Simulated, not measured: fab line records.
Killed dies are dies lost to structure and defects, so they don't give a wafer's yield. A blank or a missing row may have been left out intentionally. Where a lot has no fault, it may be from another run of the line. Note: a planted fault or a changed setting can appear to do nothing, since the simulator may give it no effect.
fab line records || flow sky130
[record] {"lots": 5, "wafers": 15, "last-day": 50}
route steps=708 shown POLY_CUT@312 SD_P@320
lots untouched by any fault: they come from a run of this same line in which no faults occurred
start-h: hours from the record's opening day to when the first of the lot's shown wafers began || wait-h: time in hours since the lot's previous step || " same as the row above || L1.1+2: a row that stands for several wafers || - either no value or no given start || * or withheld: withheld || < > ~ a bound
route shown NAME@n: names a module that has steps shown in the file, with the first one's number in the route || usual: the fault-free wafers' mean and standard deviation || same: alike in all rows || chamber/n: place in a boat || sites: the reading at each site || _std_site: their standard deviation || _edge_site: inner sites' mean taken away from outer sites' mean || radius-mm: for every site, how far away it sits from the centre of the wafer || mask NAME#n: copy n || behind: the last tool/chamber to shape the wafer || hold: the reason the lot was held/the length of the hold in hours/how it ended || device: whichever transistor did not switch (one of n, p or np) || end of line: the route-end tests of the same wafers || where a step has no rows: the recipe by itself || killed: dies lost to structure and defects at the first sort, not the wafer's yield || map: a wafer's dies, x killed, . not, _ none there
set.NAME: the setting as run; set.NAME@STEP: as run at that earlier step || model.NAME: the simulator's own value behind a step, which no gauge read
a table for each step, a row for each wafer; lots at some steps of the route
services: from which hour (start-h, from the record's first day; less than 0 if before it) a tool's chamber was out of use, for how many hours, and why
[[steps]]
[step SKY_POLY_CUT_EXPOSE_05]
[recipe] {"mask-id": "NPCM", "na": 0.8, "source-shape": "annular", "sigma-inner": 0.55, "sigma-outer": 0.85, "target-cd-nm": 270, "dose-mj": 32}
[step SKY_POLY_CUT_PEB_06]
[recipe] {"peb-temp-c": "withheld", "peb-time-s": "withheld", "resist": "KrF-thick"}
[step SKY_POLY_CUT_DEVELOP_07]
[recipe] {"develop-time-s": 60, "resist": "KrF-thick", "dev-temp-c": 21}
[step SKY_POLY_CUT_CD_MEAS_08]
[recipe] {"target-cd-nm": 270}
[usual] {"cd-nm": "269.9/1.7"}
{"lot.wafer": "L553.2", "tool": "cd-sem-02", "chamber": "-", "start-h": 608.87, "wait-h": "-", "cd-nm": 269.9}
{"lot.wafer": "L553.3", "tool": "cd-sem-02", "chamber": "-", "start-h": 608.87, "wait-h": "-", "cd-nm": 270.4}
{"lot.wafer": "L553.6", "tool": "cd-sem-02", "chamber": "-", "start-h": 608.87, "wait-h": "-", "cd-nm": 269.2}
{"lot.wafer": "L564.4", "tool": "cd-sem-01", "chamber": "-", "start-h": 701.44, "wait-h": "-", "cd-nm": 269.2}
{"lot.wafer": "L564.5", "tool": "cd-sem-01", "chamber": "-", "start-h": 701.44, "wait-h": "-", "cd-nm": 270.2}
{"lot.wafer": "L564.6", "tool": "cd-sem-01", "chamber": "-", "start-h": 701.44, "wait-h": "-", "cd-nm": 269.3}
{"lot.wafer": "L565.1", "tool": "cd-sem-01", "chamber": "-", "start-h": 706.53, "wait-h": "-", "cd-nm": 269.5}
{"lot.wafer": "L565.4", "tool": "cd-sem-01", "chamber": "-", "start-h": 706.53, "wait-h": "-", "cd-nm": 269.9}
{"lot.wafer": "L565.6", "tool": "cd-sem-01", "chamber": "-", "start-h": 706.53, "wait-h": "-", "cd-nm": 270.4}
{"lot.wafer": "L566.4", "tool": "cd-sem-01", "chamber": "-", "start-h": 711.56, "wait-h": "-", "cd-nm": 270.4}
{"lot.wafer": "L566.5", "tool": "cd-sem-01", "chamber": "-", "start-h": 711.56, "wait-h": "-", "cd-nm": 270.4}
{"lot.wafer": "L566.6", "tool": "cd-sem-01", "chamber": "-", "start-h": 711.56, "wait-h": "-", "cd-nm": 270.9}
{"lot.wafer": "L568.2", "tool": "cd-sem-01", "chamber": "-", "start-h": 729.97, "wait-h": "-", "cd-nm": 266.0}
{"lot.wafer": "L568.5", "tool": "cd-sem-01", "chamber": "-", "start-h": 729.97, "wait-h": "-", "cd-nm": 266.9}
{"lot.wafer": "L568.6", "tool": "cd-sem-01", "chamber": "-", "start-h": 729.97, "wait-h": "-", "cd-nm": 266.9}
[step SKY_POLY_CUT_OVL_MEAS_09]
[usual] {"POLY_CUT_OVL": "0/4.3"}
{"lot.wafer": "L553.2", "tool": "overlay-02", "chamber": "-", "start-h": 608.97, "wait-h": 0.1, "POLY_CUT_OVL[nm]": -11}
{"lot.wafer": "L553.3", "tool": "overlay-02", "chamber": "-", "start-h": 608.97, "wait-h": 0.1, "POLY_CUT_OVL[nm]": -7}
{"lot.wafer": "L553.6", "tool": "overlay-02", "chamber": "-", "start-h": 608.97, "wait-h": 0.1, "POLY_CUT_OVL[nm]": -6}
{"lot.wafer": "L564.4", "tool": "overlay-02", "chamber": "-", "start-h": 701.52, "wait-h": 0.1, "POLY_CUT_OVL[nm]": -5}
{"lot.wafer": "L564.5", "tool": "overlay-02", "chamber": "-", "start-h": 701.52, "wait-h": 0.1, "POLY_CUT_OVL[nm]": -1}
{"lot.wafer": "L564.6", "tool": "overlay-02", "chamber": "-", "start-h": 701.52, "wait-h": 0.1, "POLY_CUT_OVL[nm]": -5}
{"lot.wafer": "L565.1", "tool": "overlay-01", "chamber": "-", "start-h": 706.65, "wait-h": 0.1, "POLY_CUT_OVL[nm]": -2}
{"lot.wafer": "L565.4", "tool": "overlay-01", "chamber": "-", "start-h": 706.65, "wait-h": 0.1, "POLY_CUT_OVL[nm]": -4}
{"lot.wafer": "L565.6", "tool": "overlay-01", "chamber": "-", "start-h": 706.65, "wait-h": 0.1, "POLY_CUT_OVL[nm]": -4}
{"lot.wafer": "L566.4", "tool": "overlay-02", "chamber": "-", "start-h": 711.63, "wait-h": 0.1, "POLY_CUT_OVL[nm]": 2}
{"lot.wafer": "L566.5", "tool": "overlay-02", "chamber": "-", "start-h": 711.63, "wait-h": 0.1, "POLY_CUT_OVL[nm]": 1}
{"lot.wafer": "L566.6", "tool": "overlay-02", "chamber": "-", "start-h": 711.63, "wait-h": 0.1, "POLY_CUT_OVL[nm]": 2}
{"lot.wafer": "L568.2", "tool": "overlay-02", "chamber": "-", "start-h": 730.07, "wait-h": 0.1, "POLY_CUT_OVL[nm]": 4}
{"lot.wafer": "L568.5", "tool": "overlay-02", "chamber": "-", "start-h": 730.07, "wait-h": 0.1, "POLY_CUT_OVL[nm]": 2}
{"lot.wafer": "L568.6", "tool": "overlay-02", "chamber": "-", "start-h": 730.07, "wait-h": 0.1, "POLY_CUT_OVL[nm]": 1}
[step SKY_POLY_CUT_ETCH_10]
[recipe] {"chemistry": "N2/H2", "target": "BARC", "ion-energy-ev": 200, "source-w": 500, "bias-w": 100, "pressure-mtorr": 30, "n2-flow-sccm": 100, "h2-flow-sccm": 200, "stop-on": "SiO2", "time-s": 45.9, "target-depth-a": 600}
[usual] {"drypump-motor-current-A": "5.8/0.42", "oes-product-au": "0.855/0.0046", "throttle-valve-pct": "13.224/0.0097"}
{"lot.wafer": "L553.2", "tool": "rie-diel-03", "chamber": 1, "start-h": 609.00, "wait-h": 0.0, "drypump-motor-current-A": 6.2, "oes-product-au": 0.850, "rf-hours-counter-h": 1, "throttle-valve-pct": 13.237}
{"lot.wafer": "L553.3", "tool": "rie-diel-03", "chamber": 2, "start-h": 609.00, "wait-h": 0.0, "drypump-motor-current-A": 6.0, "oes-product-au": 0.848, "rf-hours-counter-h": 19, "throttle-valve-pct": 13.223}
{"lot.wafer": "L553.6", "tool": "rie-diel-03", "chamber": 2, "start-h": 609.00, "wait-h": 0.0, "drypump-motor-current-A": 6.0, "oes-product-au": 0.851, "rf-hours-counter-h": "-", "throttle-valve-pct": 13.233}
{"lot.wafer": "L564.4", "tool": "rie-diel-03", "chamber": 1, "start-h": 701.54, "wait-h": 0.0, "drypump-motor-current-A": 6.2, "oes-product-au": 0.852, "rf-hours-counter-h": 3, "throttle-valve-pct": 13.237}
{"lot.wafer": "L564.5", "tool": "rie-diel-03", "chamber": 2, "start-h": 701.54, "wait-h": 0.0, "drypump-motor-current-A": 6.0, "oes-product-au": 0.850, "rf-hours-counter-h": "-", "throttle-valve-pct": 13.216}
{"lot.wafer": "L564.6", "tool": "rie-diel-03", "chamber": 3, "start-h": 701.54, "wait-h": 0.0, "drypump-motor-current-A": 5.6, "oes-product-au": 0.848, "rf-hours-counter-h": "-", "throttle-valve-pct": 13.232}
{"lot.wafer": "L565.1", "tool": "rie-diel-03", "chamber": 0, "start-h": 706.69, "wait-h": 0.0, "drypump-motor-current-A": 6.6, "oes-product-au": 0.858, "rf-hours-counter-h": 8, "throttle-valve-pct": 13.225}
{"lot.wafer": "L565.4", "tool": "rie-diel-03", "chamber": 3, "start-h": 706.69, "wait-h": 0.0, "drypump-motor-current-A": 5.7, "oes-product-au": 0.849, "rf-hours-counter-h": 7, "throttle-valve-pct": 13.231}
{"lot.wafer": "L565.6", "tool": "rie-diel-03", "chamber": 2, "start-h": 706.69, "wait-h": 0.0, "drypump-motor-current-A": 6.0, "oes-product-au": 0.856, "rf-hours-counter-h": "-", "throttle-valve-pct": 13.243}
{"lot.wafer": "L566.4", "tool": "rie-diel-01", "chamber": 1, "start-h": 711.65, "wait-h": 0.0, "drypump-motor-current-A": 5.3, "oes-product-au": 0.854, "rf-hours-counter-h": 4, "throttle-valve-pct": 13.217}
{"lot.wafer": "L566.5", "tool": "rie-diel-01", "chamber": 3, "start-h": 711.65, "wait-h": 0.0, "drypump-motor-current-A": 6.0, "oes-product-au": 0.857, "rf-hours-counter-h": "-", "throttle-valve-pct": 13.212}
{"lot.wafer": "L566.6", "tool": "rie-diel-01", "chamber": 2, "start-h": 711.65, "wait-h": 0.0, "drypump-motor-current-A": 6.0, "oes-product-au": 0.859, "rf-hours-counter-h": "-", "throttle-valve-pct": 13.213}
{"lot.wafer": "L568.2", "tool": "rie-diel-03", "chamber": 0, "start-h": 730.10, "wait-h": 0.0, "drypump-motor-current-A": 6.6, "oes-product-au": 0.852, "rf-hours-counter-h": 8, "throttle-valve-pct": 13.228}
{"lot.wafer": "L568.5", "tool": "rie-diel-03", "chamber": 0, "start-h": 730.10, "wait-h": 0.0, "drypump-motor-current-A": 6.6, "oes-product-au": 0.848, "rf-hours-counter-h": "-", "throttle-valve-pct": 13.226}
{"lot.wafer": "L568.6", "tool": "rie-diel-03", "chamber": 1, "start-h": 730.10, "wait-h": 0.0, "drypump-motor-current-A": 6.3, "oes-product-au": 0.854, "rf-hours-counter-h": "-", "throttle-valve-pct": 13.223}
[step SKY_POLY_CUT_ETCH_11]
[recipe] {"target": "Si3N4", "chemistry": "CF4/CH2F2/Ar", "stop-on": "poly-Si", "source-w": 600, "bias-w": 150, "pressure-mtorr": 40, "cf4-flow-sccm": 40, "ch2f2-flow-sccm": 20, "Ar_flow_sccm": 150, "time-s": 42.5, "target-depth-a": 600}
[usual] {"drypump-motor-current-A": "5.8/0.42", "oes-product-au": "0.826/0.0057", "throttle-valve-pct": "14.994/0.0088"}
{"lot.wafer": "L553.2", "tool": "rie-diel-03", "chamber": 1, "start-h": 609.04, "wait-h": 0.0, "drypump-motor-current-A": 6.3, "oes-product-au": 0.822, "rf-hours-counter-h": 1, "throttle-valve-pct": 14.993}
{"lot.wafer": "L553.3", "tool": "rie-diel-03", "chamber": 2, "start-h": 609.04, "wait-h": 0.0, "drypump-motor-current-A": 6.0, "oes-product-au": 0.815, "rf-hours-counter-h": 19, "throttle-valve-pct": 14.992}
{"lot.wafer": "L553.6", "tool": "rie-diel-03", "chamber": 2, "start-h": 609.04, "wait-h": 0.0, "drypump-motor-current-A": 6.0, "oes-product-au": 0.822, "rf-hours-counter-h": "-", "throttle-valve-pct": 15.004}
{"lot.wafer": "L564.4", "tool": "rie-diel-03", "chamber": 1, "start-h": 701.58, "wait-h": 0.0, "drypump-motor-current-A": 6.2, "oes-product-au": 0.821, "rf-hours-counter-h": 3, "throttle-valve-pct": 14.989}
{"lot.wafer": "L564.5", "tool": "rie-diel-03", "chamber": 2, "start-h": 701.58, "wait-h": 0.0, "drypump-motor-current-A": 6.0, "oes-product-au": 0.820, "rf-hours-counter-h": "-", "throttle-valve-pct": 15.005}
{"lot.wafer": "L564.6", "tool": "rie-diel-03", "chamber": 3, "start-h": 701.58, "wait-h": 0.0, "drypump-motor-current-A": 5.7, "oes-product-au": 0.828, "rf-hours-counter-h": "-", "throttle-valve-pct": 14.998}
{"lot.wafer": "L565.1", "tool": "rie-diel-03", "chamber": 0, "start-h": 706.73, "wait-h": 0.0, "drypump-motor-current-A": 6.6, "oes-product-au": 0.829, "rf-hours-counter-h": 8, "throttle-valve-pct": 15.001}
{"lot.wafer": "L565.4", "tool": "rie-diel-03", "chamber": 3, "start-h": 706.73, "wait-h": 0.0, "drypump-motor-current-A": 5.7, "oes-product-au": 0.824, "rf-hours-counter-h": 7, "throttle-valve-pct": 14.991}
{"lot.wafer": "L565.6", "tool": "rie-diel-03", "chamber": 2, "start-h": 706.73, "wait-h": 0.0, "drypump-motor-current-A": 6.0, "oes-product-au": 0.825, "rf-hours-counter-h": "-", "throttle-valve-pct": 14.991}
{"lot.wafer": "L566.4", "tool": "rie-diel-01", "chamber": 1, "start-h": 711.69, "wait-h": 0.0, "drypump-motor-current-A": 5.3, "oes-product-au": 0.813, "rf-hours-counter-h": 4, "throttle-valve-pct": 15.015}
{"lot.wafer": "L566.5", "tool": "rie-diel-01", "chamber": 3, "start-h": 711.69, "wait-h": 0.0, "drypump-motor-current-A": 5.9, "oes-product-au": 0.818, "rf-hours-counter-h": "-", "throttle-valve-pct": 14.985}
{"lot.wafer": "L566.6", "tool": "rie-diel-01", "chamber": 2, "start-h": 711.69, "wait-h": 0.0, "drypump-motor-current-A": 6.0, "oes-product-au": 0.830, "rf-hours-counter-h": "-", "throttle-valve-pct": 15.008}
{"lot.wafer": "L568.2", "tool": "rie-diel-03", "chamber": 0, "start-h": 730.14, "wait-h": 0.0, "drypump-motor-current-A": 6.6, "oes-product-au": 0.837, "rf-hours-counter-h": 9, "throttle-valve-pct": 14.980}
{"lot.wafer": "L568.5", "tool": "rie-diel-03", "chamber": 0, "start-h": 730.14, "wait-h": 0.0, "drypump-motor-current-A": 6.6, "oes-product-au": 0.836, "rf-hours-counter-h": "-", "throttle-valve-pct": 14.998}
{"lot.wafer": "L568.6", "tool": "rie-diel-03", "chamber": 1, "start-h": 730.14, "wait-h": 0.0, "drypump-motor-current-A": 6.2, "oes-product-au": 0.829, "rf-hours-counter-h": "-", "throttle-valve-pct": 15.002}
[step SKY_POLY_CUT_STRIP_12]
[recipe] {"chemistry": "O2/N2", "power-w": 1400, "pressure-mtorr": 1500, "platen-temp-c": "withheld", "o2-flow-sccm": 3000, "n2-flow-sccm": 300, "overash-fraction": 0.5}
[usual] {"drypump-motor-current-A": "5.95/0.24", "o2-flow-sccm": "2999/8.1", "oes-product-au": "0.451/0.0048", "strip-time-to-endpoint-s": "5.350/0.016"}
{"lot.wafer": "L553.2", "tool": "plasma-asher-01", "chamber": 0, "start-h": 609.08, "wait-h": 0.0, "drypump-motor-current-A": 6.14, "o2-flow-sccm": 2998, "oes-product-au": 0.450, "rf-hours-counter-h": 19, "strip-time-to-endpoint-s": 5.346}
{"lot.wafer": "L553.3", "tool": "plasma-asher-01", "chamber": 1, "start-h": 609.08, "wait-h": 0.0, "drypump-motor-current-A": 5.89, "o2-flow-sccm": 2994, "oes-product-au": 0.439, "rf-hours-counter-h": "-", "strip-time-to-endpoint-s": 5.340}
{"lot.wafer": "L553.6", "tool": "plasma-asher-01", "chamber": 0, "start-h": 609.08, "wait-h": 0.0, "drypump-motor-current-A": 6.11, "o2-flow-sccm": 3003, "oes-product-au": 0.460, "rf-hours-counter-h": "-", "strip-time-to-endpoint-s": 5.346}
{"lot.wafer": "L564.4", "tool": "plasma-asher-04", "chamber": 0, "start-h": 701.65, "wait-h": 0.1, "drypump-motor-current-A": 5.72, "o2-flow-sccm": 2993, "oes-product-au": 0.456, "rf-hours-counter-h": "-", "strip-time-to-endpoint-s": 5.318}
{"lot.wafer": "L564.5", "tool": "plasma-asher-04", "chamber": 0, "start-h": 701.65, "wait-h": 0.1, "drypump-motor-current-A": 5.77, "o2-flow-sccm": 2995, "oes-product-au": 0.463, "rf-hours-counter-h": "-", "strip-time-to-endpoint-s": 5.332}
{"lot.wafer": "L564.6", "tool": "plasma-asher-04", "chamber": 1, "start-h": 701.65, "wait-h": 0.1, "drypump-motor-current-A": 5.78, "o2-flow-sccm": 3000, "oes-product-au": 0.451, "rf-hours-counter-h": "-", "strip-time-to-endpoint-s": 5.341}
{"lot.wafer": "L565.1", "tool": "plasma-asher-01", "chamber": 1, "start-h": 706.77, "wait-h": 0.0, "drypump-motor-current-A": 5.89, "o2-flow-sccm": 2985, "oes-product-au": 0.453, "rf-hours-counter-h": 29, "strip-time-to-endpoint-s": 5.332}
{"lot.wafer": "L565.4", "tool": "plasma-asher-01", "chamber": 0, "start-h": 706.77, "wait-h": 0.0, "drypump-motor-current-A": 6.12, "o2-flow-sccm": 3013, "oes-product-au": 0.444, "rf-hours-counter-h": "-", "strip-time-to-endpoint-s": 5.340}
{"lot.wafer": "L565.6", "tool": "plasma-asher-01", "chamber": 0, "start-h": 706.77, "wait-h": 0.0, "drypump-motor-current-A": 6.12, "o2-flow-sccm": 3003, "oes-product-au": 0.452, "rf-hours-counter-h": "-", "strip-time-to-endpoint-s": 5.340}
{"lot.wafer": "L566.4", "tool": "plasma-asher-01", "chamber": 0, "start-h": 711.77, "wait-h": 0.1, "drypump-motor-current-A": 6.15, "o2-flow-sccm": 2992, "oes-product-au": 0.452, "rf-hours-counter-h": "-", "strip-time-to-endpoint-s": 5.381}
{"lot.wafer": "L566.5", "tool": "plasma-asher-01", "chamber": 0, "start-h": 711.77, "wait-h": 0.1, "drypump-motor-current-A": 6.15, "o2-flow-sccm": 3005, "oes-product-au": 0.456, "rf-hours-counter-h": "-", "strip-time-to-endpoint-s": 5.349}
{"lot.wafer": "L566.6", "tool": "plasma-asher-01", "chamber": 1, "start-h": 711.77, "wait-h": 0.1, "drypump-motor-current-A": 5.94, "o2-flow-sccm": 2987, "oes-product-au": 0.465, "rf-hours-counter-h": "-", "strip-time-to-endpoint-s": 5.361}
{"lot.wafer": "L568.2", "tool": "plasma-asher-02", "chamber": 1, "start-h": 730.18, "wait-h": 0.0, "drypump-motor-current-A": 6.37, "o2-flow-sccm": 2996, "oes-product-au": 0.448, "rf-hours-counter-h": 105, "strip-time-to-endpoint-s": 5.363}
{"lot.wafer": "L568.5", "tool": "plasma-asher-02", "chamber": 0, "start-h": 730.18, "wait-h": 0.0, "drypump-motor-current-A": 5.64, "o2-flow-sccm": 2996, "oes-product-au": 0.449, "rf-hours-counter-h": "-", "strip-time-to-endpoint-s": 5.346}
{"lot.wafer": "L568.6", "tool": "plasma-asher-02", "chamber": 1, "start-h": 730.18, "wait-h": 0.0, "drypump-motor-current-A": 6.39, "o2-flow-sccm": 3005, "oes-product-au": 0.457, "rf-hours-counter-h": "-", "strip-time-to-endpoint-s": 5.339}
[step SKY_SD_P_DEHYDRATE_00]
[recipe] {"temp-c": 200, "time-s": 60}
[step SKY_SD_P_HMDS_01]
[recipe] {"prime-time-s": 60, "prime-temp-c": 120}
[step SKY_SD_P_COAT_02]
[recipe] {"resist": "NOVOLAK", "spin-rpm": 3000, "resist-thk-nm": 1140}
[step SKY_SD_P_SOFTBAKE_03]
[recipe] {"temp-c": 90, "time-s": 60, "resist": "NOVOLAK"}
[step SKY_SD_P_EXPOSE_04]
[recipe] {"mask-id": "PSDM", "na": 0.6, "source-shape": "conventional", "sigma-outer": 0.6, "polarization": "unpolarized", "target-cd-nm": 380, "dose-mj": 138}
[usual] {"exposure-dose-mJ-cm2": "138.01/0.15"}
[same] {"sigma-outer": 0.6}
{"lot.wafer": "L553.2", "tool": "iline-stepper-02", "chamber": 0, "start-h": 623.87, "wait-h": "-", "mask": "PSDM_R1#0", "exposure-dose-mJ-cm2": 137.94}
{"lot.wafer": "L553.3", "tool": "iline-stepper-02", "chamber": 0, "start-h": 623.87, "wait-h": "-", "mask": "PSDM_R1#0", "exposure-dose-mJ-cm2": 137.79}
{"lot.wafer": "L553.6", "tool": "iline-stepper-02", "chamber": 0, "start-h": 623.87, "wait-h": "-", "mask": "PSDM_R1#0", "exposure-dose-mJ-cm2": 137.80}
{"lot.wafer": "L564.4", "tool": "iline-stepper-01", "chamber": 0, "start-h": 716.00, "wait-h": "-", "mask": "PSDM#0", "exposure-dose-mJ-cm2": 138.24}
{"lot.wafer": "L564.5", "tool": "iline-stepper-01", "chamber": 0, "start-h": 716.00, "wait-h": "-", "mask": "PSDM#0", "exposure-dose-mJ-cm2": 138.17}
{"lot.wafer": "L564.6", "tool": "iline-stepper-01", "chamber": 0, "start-h": 716.00, "wait-h": "-", "mask": "PSDM#0", "exposure-dose-mJ-cm2": 138.09}
{"lot.wafer": "L565.1", "tool": "iline-stepper-02", "chamber": 0, "start-h": 721.27, "wait-h": "-", "mask": "PSDM#0", "exposure-dose-mJ-cm2": 138.04}
{"lot.wafer": "L565.4", "tool": "iline-stepper-02", "chamber": 0, "start-h": 721.27, "wait-h": "-", "mask": "PSDM#0", "exposure-dose-mJ-cm2": 138.19}
{"lot.wafer": "L565.6", "tool": "iline-stepper-02", "chamber": 0, "start-h": 721.27, "wait-h": "-", "mask": "PSDM#0", "exposure-dose-mJ-cm2": 138.11}
{"lot.wafer": "L566.4", "tool": "iline-stepper-02", "chamber": 0, "start-h": 725.86, "wait-h": "-", "mask": "PSDM#0", "exposure-dose-mJ-cm2": 138.02}
{"lot.wafer": "L566.5", "tool": "iline-stepper-02", "chamber": 0, "start-h": 725.86, "wait-h": "-", "mask": "PSDM#0", "exposure-dose-mJ-cm2": 138.10}
{"lot.wafer": "L566.6", "tool": "iline-stepper-02", "chamber": 0, "start-h": 725.86, "wait-h": "-", "mask": "PSDM#0", "exposure-dose-mJ-cm2": 138.01}
{"lot.wafer": "L568.2", "tool": "iline-stepper-01", "chamber": 0, "start-h": 743.82, "wait-h": "-", "mask": "PSDM#0", "exposure-dose-mJ-cm2": 138.21}
{"lot.wafer": "L568.5", "tool": "iline-stepper-01", "chamber": 0, "start-h": 743.82, "wait-h": "-", "mask": "PSDM#0", "exposure-dose-mJ-cm2": 138.28}
{"lot.wafer": "L568.6", "tool": "iline-stepper-01", "chamber": 0, "start-h": 743.82, "wait-h": "-", "mask": "PSDM#0", "exposure-dose-mJ-cm2": 138.24}
[step SKY_SD_P_PEB_05]
[recipe] {"temp-c": "withheld", "time-s": "*", "resist": "NOVOLAK"}
[step SKY_SD_P_DEVELOP_06]
[recipe] {"resist": "NOVOLAK", "developer": "TMAH", "develop-time-s": 60, "dev-temp-c": 23}
[step SKY_SD_P_CD_MEAS_07]
[recipe] {"target-cd-nm": 380}
[usual] {"cd-nm": "380.2/2.4"}
{"lot.wafer": "L553.2", "tool": "cd-sem-02", "chamber": "-", "start-h": 638.30, "wait-h": 0.1, "cd-nm": 406.0}
{"lot.wafer": "L553.3", "tool": "cd-sem-02", "chamber": "-", "start-h": 638.30, "wait-h": 0.1, "cd-nm": 408.2}
{"lot.wafer": "L553.6", "tool": "cd-sem-02", "chamber": "-", "start-h": 638.30, "wait-h": 0.1, "cd-nm": 407.0}
{"lot.wafer": "L564.4", "tool": "cd-sem-02", "chamber": "-", "start-h": 729.94, "wait-h": 0.1, "cd-nm": 377.5}
{"lot.wafer": "L564.5", "tool": "cd-sem-02", "chamber": "-", "start-h": 729.94, "wait-h": 0.1, "cd-nm": 379.6}
{"lot.wafer": "L564.6", "tool": "cd-sem-02", "chamber": "-", "start-h": 729.94, "wait-h": 0.1, "cd-nm": 376.4}
{"lot.wafer": "L565.1", "tool": "cd-sem-01", "chamber": "-", "start-h": 734.94, "wait-h": 0.1, "cd-nm": 377.9}
{"lot.wafer": "L565.4", "tool": "cd-sem-01", "chamber": "-", "start-h": 734.94, "wait-h": 0.1, "cd-nm": 377.7}
{"lot.wafer": "L565.6", "tool": "cd-sem-01", "chamber": "-", "start-h": 734.94, "wait-h": 0.1, "cd-nm": 378.4}
{"lot.wafer": "L566.4", "tool": "cd-sem-01", "chamber": "-", "start-h": 738.94, "wait-h": 0.1, "cd-nm": 385.0}
{"lot.wafer": "L566.5", "tool": "cd-sem-01", "chamber": "-", "start-h": 738.94, "wait-h": 0.1, "cd-nm": 383.9}
{"lot.wafer": "L566.6", "tool": "cd-sem-01", "chamber": "-", "start-h": 738.94, "wait-h": 0.1, "cd-nm": 385.0}
{"lot.wafer": "L568.2", "tool": "cd-sem-02", "chamber": "-", "start-h": 757.12, "wait-h": 0.1, "cd-nm": 378.3}
{"lot.wafer": "L568.5", "tool": "cd-sem-02", "chamber": "-", "start-h": 757.12, "wait-h": 0.1, "cd-nm": 381.3}
{"lot.wafer": "L568.6", "tool": "cd-sem-02", "chamber": "-", "start-h": 757.12, "wait-h": 0.1, "cd-nm": 378.9}
[step SKY_SD_P_OVL_MEAS_08]
[usual] {"SD_P_OVL": "0.9/1.3"}
{"lot.wafer": "L553.2", "tool": "overlay-02", "chamber": "-", "start-h": 638.41, "wait-h": 0.1, "SD_P_OVL[nm]": -0.5}
{"lot.wafer": "L553.3", "tool": "overlay-02", "chamber": "-", "start-h": 638.41, "wait-h": 0.1, "SD_P_OVL[nm]": -0.2}
{"lot.wafer": "L553.6", "tool": "overlay-02", "chamber": "-", "start-h": 638.41, "wait-h": 0.1, "SD_P_OVL[nm]": -0.5}
{"lot.wafer": "L564.4", "tool": "overlay-01", "chamber": "-", "start-h": 730.02, "wait-h": 0.1, "SD_P_OVL[nm]": 1.8}
{"lot.wafer": "L564.5", "tool": "overlay-01", "chamber": "-", "start-h": 730.02, "wait-h": 0.1, "SD_P_OVL[nm]": 1.4}
{"lot.wafer": "L564.6", "tool": "overlay-01", "chamber": "-", "start-h": 730.02, "wait-h": 0.1, "SD_P_OVL[nm]": -1.0}
{"lot.wafer": "L565.1", "tool": "overlay-01", "chamber": "-", "start-h": 735.06, "wait-h": 0.1, "SD_P_OVL[nm]": 1.6}
{"lot.wafer": "L565.4", "tool": "overlay-01", "chamber": "-", "start-h": 735.06, "wait-h": 0.1, "SD_P_OVL[nm]": 1.8}
{"lot.wafer": "L565.6", "tool": "overlay-01", "chamber": "-", "start-h": 735.06, "wait-h": 0.1, "SD_P_OVL[nm]": 0.2}
{"lot.wafer": "L566.4", "tool": "overlay-02", "chamber": "-", "start-h": 739.02, "wait-h": 0.1, "SD_P_OVL[nm]": 2.0}
{"lot.wafer": "L566.5", "tool": "overlay-02", "chamber": "-", "start-h": 739.02, "wait-h": 0.1, "SD_P_OVL[nm]": 1.4}
{"lot.wafer": "L566.6", "tool": "overlay-02", "chamber": "-", "start-h": 739.02, "wait-h": 0.1, "SD_P_OVL[nm]": 1.1}
{"lot.wafer": "L568.2", "tool": "overlay-02", "chamber": "-", "start-h": 757.22, "wait-h": 0.1, "SD_P_OVL[nm]": 0.7}
{"lot.wafer": "L568.5", "tool": "overlay-02", "chamber": "-", "start-h": 757.22, "wait-h": 0.1, "SD_P_OVL[nm]": 2.3}
{"lot.wafer": "L568.6", "tool": "overlay-02", "chamber": "-", "start-h": 757.22, "wait-h": 0.1, "SD_P_OVL[nm]": 2.1}
[[services]]
{"tool": "iline-stepper-02", "chamber": "-", "start-h": 595.57, "hours": 1.7, "kind": "pm"}
{"tool": "plasma-asher-02", "chamber": "-", "start-h": 616.29, "hours": 1.5, "kind": "repair"}
{"tool": "rie-diel-01", "chamber": 3, "start-h": 622.41, "hours": 1.3, "kind": "repair"}
{"tool": "rie-diel-01", "chamber": 2, "start-h": 634.11, "hours": 4.8, "kind": "repair"}
{"tool": "plasma-asher-01", "chamber": "-", "start-h": 648.10, "hours": 1.1, "kind": "repair"}
{"tool": "rie-diel-03", "chamber": "-", "start-h": 675.55, "hours": 14.6, "kind": "pm"}
{"tool": "iline-stepper-02", "chamber": "-", "start-h": 726.46, "hours": 8.9, "kind": "pm"}
{"tool": "plasma-asher-02", "chamber": "-", "start-h": 733.75, "hours": 9.0, "kind": "pm"}
{"tool": "plasma-asher-02", "chamber": 0, "start-h": 733.75, "hours": 9.0, "kind": "vent-cycle"}
{"tool": "plasma-asher-02", "chamber": 1, "start-h": 733.75, "hours": 9.0, "kind": "vent-cycle"}
{"tool": "rie-diel-03", "chamber": "-", "start-h": 738.83, "hours": 0.2, "kind": "repair"}
{"tool": "plasma-asher-02", "chamber": 0, "start-h": 742.75, "hours": "-", "kind": "clean"}
{"tool": "plasma-asher-02", "chamber": 1, "start-h": 742.75, "hours": "-", "kind": "clean"}
[[key]]
[first-sign] {"step": "SKY_SD_P_EXPOSE_04", "reading": "mask", "direction": "changed"}
[effect] {"step": "SKY_SD_P_CD_MEAS_07", "reading": "cd-nm", "direction": "up", "sigmas": 11, "usual": 380.2, "struck": 407.1}
met-at SKY_SD_P_EXPOSE_04
struck-wafers L553.2,L553.3,L553.6
tester-left-out L553
[fault] {"kind": "wrong-mask", "tool": "any", "chamber": "-", "onset-h": 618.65, "steps": "SKY_SD_P_EXPOSE_04", "aux-copy": "PSDM_R1#0", "cd-offset-nm": 27, "scope": "struck-lots-only"}
// tester-left-out: of these lots the tester's yield and bins aren't shown, on N5 and GAA mostly nor the transistor test; their killed dies are dies lost to structure and defects alone, not to doping, threshold or leakage, so they don't give the yield
